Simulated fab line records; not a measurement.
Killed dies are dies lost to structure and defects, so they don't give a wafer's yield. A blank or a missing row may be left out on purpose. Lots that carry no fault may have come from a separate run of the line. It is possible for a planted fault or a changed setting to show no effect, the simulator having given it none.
A struck lot beside a sound one | flow sky130 | 30 out of 708 route steps
Sound: wafers L600.2, L600.3, L600.5. The struck wafers were L615.4, L615.6. The cause is given at the end.
Per side, at each step with rows, come the tool, then ch with its chambers, and then its first start. Under that, the readings that differ: sound wafers | struck wafers | difference of the means | sigmas: that difference in standard deviations of wafers without a fault.
alike: readings with means less than 2 such deviations apart, plus words and numbers identical on both sides. not compared: withheld readings, readings lacking a value on some wafer, bounds such as >300 that could conceal the same value, and numbers that have no deviation in the record and whose values overlap.
Wherever a step has rows on one side only, a row that says differs or no value, or a row with sigmas, the two part there. When numbers do not overlap yet have no deviation, they are printed without sigmas and do not part them. A reading missing from all wafers of one side parts the sides only when that side holds two or more wafers.

SKY_LI_CONTACT_OVL_MEAS_13:
  struck on overlay-02, day 34 07:32; sound on overlay-02, day 29 02:35
  alike: LI_CONTACT_OVL
SKY_LI_CONTACT_ETCH_14: etches BARC in N2/H2, stops on SiO2, time 45.9 s, target depth 60 nm.
  sound on rieDiel-01 ch 1,3, day 29 02:37; struck on rieDiel-04 ch 1,3, day 34 07:33
  alike: drypumpMotorCurrentA, oesProductAu, throttleValvePct
  not compared: rfHoursCounterH
SKY_LI_CONTACT_ETCH_15: etches PSG in C4F8/O2/Ar, stops on Si, target depth 600 nm.
  sound on rieDiel-01 ch 1,3, day 29 02:40; struck on rieDiel-04 ch 1,3, day 34 07:35
  alike: oesProductAu
then, 4 steps without rows for these wafers: SKY_LI_CONTACT_STRIP_16 (strips in O2/N2); SKY_LI_CONTACT_CLEAN_17 (cleans in NMP, time 600 s); SKY_LI_CONTACT_PRE_CLEAN_18 (time 5.6 s); SKY_LI_CONTACT_SPUTTER_19 (material Ti, target thk 20 nm, time 106.37 s).
SKY_LI_CONTACT_SPUTTER_20: material TiN, target thk 20 nm, time 80 s.
  struck on pvdSputter-04, day 34 08:03; sound on pvdSputter-01, day 29 03:08
  alike: chamberPressurePa, throttleValvePct
SKY_LI_CONTACT_CVD_21: deposits W, target thk 400 nm, time 120.56 s.
  sound on cvdW-01 ch 0,1, day 29 03:11; struck on cvdW-01 ch 1, day 34 08:09
  alike: heaterPowerW
SKY_LI_CONTACT_RS_MEAS_22: uses a four-point probe to measure.
  struck on filmMetro-03, day 34 08:17; sound on filmMetro-02, day 29 03:20
  alike: LI_CONTACT_W_RS
SKY_LI_CONTACT_THK_MEAS_23: measures by xrf.
  struck on filmMetro-03, day 34 08:23; sound on filmMetro-02, day 29 03:27
  alike: LI_CONTACT_W_THK
then, 1 step without rows for these wafers: SKY_LI_CONTACT_CMP_24 (polishes, stops on PSG, t overpolish 20 s, target thk 0 nm).
SKY_LOCAL_INTERCONNECT_SPUTTER_00: material TiN, target thk 100 nm, time 83.3 s.
  struck on pvdSputter-02, day 34 08:43; sound on pvdSputter-04, day 29 03:48
reading                                               | sound             | struck      | difference | sigmas
model.TiN_of_LOCAL_INTERCONNECT_SPUTTER_00.thkNm (nm) | 99.25 99.22 99.38 | 98.45 96.25 | -1.93      | 
  alike: chamberPressurePa, throttleValvePct
SKY_LOCAL_INTERCONNECT_RS_MEAS_01: uses a four-point probe to measure.
  struck on filmMetro-01, day 34 08:50; sound on filmMetro-01, day 29 03:53
  alike: LOCAL_INTERCONNECT_TIN_RS
SKY_LOCAL_INTERCONNECT_THK_MEAS_02: measures by xrf.
  struck on filmMetro-01, day 34 08:56; sound on filmMetro-01, day 29 03:59
  alike: LOCAL_INTERCONNECT_TIN_THK
then, 8 steps without rows for these wafers: SKY_LOCAL_INTERCONNECT_DEHYDRATE_03 (time 60 s); SKY_LOCAL_INTERCONNECT_HMDS_04 (prime time 60 s); SKY_LOCAL_INTERCONNECT_COAT_05 (resist thk 60 nm); SKY_LOCAL_INTERCONNECT_COAT_06 (resist thk 450 nm); SKY_LOCAL_INTERCONNECT_SOFTBAKE_07 (time 90 s); SKY_LOCAL_INTERCONNECT_EXPOSE_08 (exposes mask LI1M, target cd 170 nm); SKY_LOCAL_INTERCONNECT_PEB_09; SKY_LOCAL_INTERCONNECT_DEVELOP_10 (develop time 60 s).
SKY_LOCAL_INTERCONNECT_CD_MEAS_11 targets a cd of 170 nm.
  struck on cdSem-01, day 35 10:46; sound on cdSem-01, day 30 07:50
  alike: cdNm
SKY_LOCAL_INTERCONNECT_OVL_MEAS_12:
  struck on overlay-01, day 35 10:50; sound on overlay-02, day 30 07:56
  alike: LOCAL_INTERCONNECT_OVL
SKY_LOCAL_INTERCONNECT_ETCH_13: etches BARC in N2/H2, stops on SiO2, time 45.9 s, target depth 60 nm.
  sound on rieMetal-02 ch 1, day 30 07:58; struck on rieMetal-04 ch 0,1, day 35 10:52
  alike: drypumpMotorCurrentA, oesProductAu, throttleValvePct
  not compared: rfHoursCounterH
SKY_LOCAL_INTERCONNECT_METAL_ETCH_14: etches TiN in Cl2/BCl3, stops on PSG, target depth 110 nm, time 31.4 s.
  sound on rieMetal-02 ch 1, day 30 08:02; struck on rieMetal-04 ch 0,1, day 35 10:56
reading                                      | sound             | struck      | difference | sigmas
model.etch.depthNm (nm)                      | 99.25 99.22 99.38 | 98.45 96.25 | -1.93      | 
model.LOCAL_INTERCONNECT.featureDepthNm (nm) | 99.25 99.22 99.38 | 98.45 96.25 | -1.93      | 
  alike: bcl3FlowSccm, drypumpMotorCurrentA, oesProductAu, throttleValvePct
  not compared: rfHoursCounterH
then, 1 step without rows for these wafers: SKY_LOCAL_INTERCONNECT_STRIP_15 (strips in O2/N2).
SKY_LOCAL_INTERCONNECT_STRIP_16: strips in post etch residue remover, time 1200 s.
  sound on wetBench-02 ch 3, day 30 08:11; struck on wetBench-04 ch 3, day 35 11:04
reading                                               | sound             | struck      | difference | sigmas
model.TiN_of_LOCAL_INTERCONNECT_SPUTTER_00.thkNm (nm) | 98.83 98.79 98.96 | 98.04 95.83 | -1.92      | 
then, 1 step without rows for these wafers: SKY_LOCAL_INTERCONNECT_CLEAN_17 (cleans in IPA, time 180 s).

## WHERE THEY PART
Nowhere in this record.

WHY: whatever the simulator had introduced
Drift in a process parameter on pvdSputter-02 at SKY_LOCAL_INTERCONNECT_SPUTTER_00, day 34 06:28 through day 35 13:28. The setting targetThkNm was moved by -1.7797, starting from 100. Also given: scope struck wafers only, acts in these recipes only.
